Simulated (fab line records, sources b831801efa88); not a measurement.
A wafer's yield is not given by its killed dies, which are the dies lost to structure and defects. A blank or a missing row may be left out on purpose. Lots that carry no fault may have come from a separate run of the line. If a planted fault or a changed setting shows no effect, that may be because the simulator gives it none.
Chamber matching | flow gf180mcu | GF_PASSIVATION_CVD_02 on pecvd-02 has 3 sister chambers
The step deposits Si3N4, target thk 700 nm, time 486.18 s. 24 wafers are shown with their chamber, then 12 later ones without.

EACH WAFER AND ITS CHAMBER
wafer  | chamber | heater_power_w (W) | heater_power_outer_w (W)
L074.4 | 1       | 662                | 319
L074.5 | 2       | 899                | 506
L074.6 | 0       | 643                | 319
L075.3 | 0       | 640                | 314
L075.4 | 2       | 721                | 367
L075.5 | 1       | 674                | 314
L078.1 | 1       | 760                | 399
L078.2 | 0       | 585                | 292
L078.6 | 2       | 886                | 496
L079.2 | 2       | 866                | 497
L079.4 | 2       | 740                | 371
L079.5 | 1       | 634                | 322
L082.4 | 1       | 797                | 414
L082.5 | 2       | 856                | 457
L082.6 | 0       | 671                | 329
L083.1 | 1       | 743                | 393
L083.3 | 0       | 684                | 350
L083.4 | 1       | 791                | 411
L085.1 | 2       | 765                | 403
L085.2 | 0       | 592                | 284
L085.6 | 2       | 828                | 448
L087.3 | 2       | 905                | 480
L087.4 | 1       | 715                | 380
L087.5 | 2       | 729                | 377

SIGNATURES, as means of the wafers listed above
reading              | chamber 0 | chamber 1 | chamber 2 | scatter within a chamber
heater_power_w       | 635.83    | 722.00    | 819.50    | 62.8
heater_power_outer_w | 314.67    | 369.00    | 440.20    | 45.9
Rule: distance of a wafer from a chamber = root of the sum over the readings of ((wafer's reading minus chamber's mean) / reading's scatter) squared. The wafer belongs to the nearest chamber; if the next one is less than 2 further off, it can't be placed. The scatter is the square root of a quotient: the sum, over the shown wafers, of each reading's squared deviation from its chamber's mean, divided by wafers minus chambers.

WAFERS MISSING THEIR CHAMBER
wafer  | heater_power_w (W) | heater_power_outer_w (W)
L088.1 | 768                | 401
L088.3 | 655                | 336
L088.6 | 665                | 348
L092.1 | 624                | 309
L092.5 | 655                | 326
L092.6 | 660                | 323
L091.2 | 799                | 441
L091.4 | 660                | 315
L091.6 | 717                | 373
L094.2 | 680                | 352
L094.4 | 554                | 255
L094.5 | 767                | 411

THE CHAMBER EACH PASSED THROUGH
wafer  | from the rows above          | in truth
L088.1 | can't be placed: 1 or 2 or 0 | 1
L088.3 | can't be placed: 0 or 1      | 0
L088.6 | can't be placed: 0 or 1      | 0
L092.1 | can't be placed: 0 or 1      | 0
L092.5 | can't be placed: 0 or 1      | 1
L092.6 | can't be placed: 0 or 1      | 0
L091.2 | can't be placed: 2 or 1      | 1
L091.4 | can't be placed: 0 or 1      | 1
L091.6 | can't be placed: 1 or 0      | 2
L094.2 | can't be placed: 1 or 0      | 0
L094.4 | can't be placed: 0 or 1      | 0
L094.5 | can't be placed: 2 or 1 or 0 | 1
Placed correctly: 0 of 12. Cannot be placed on the basis of these rows: 12; the candidates contain the true chamber in 11. Wrongly placed: 0.
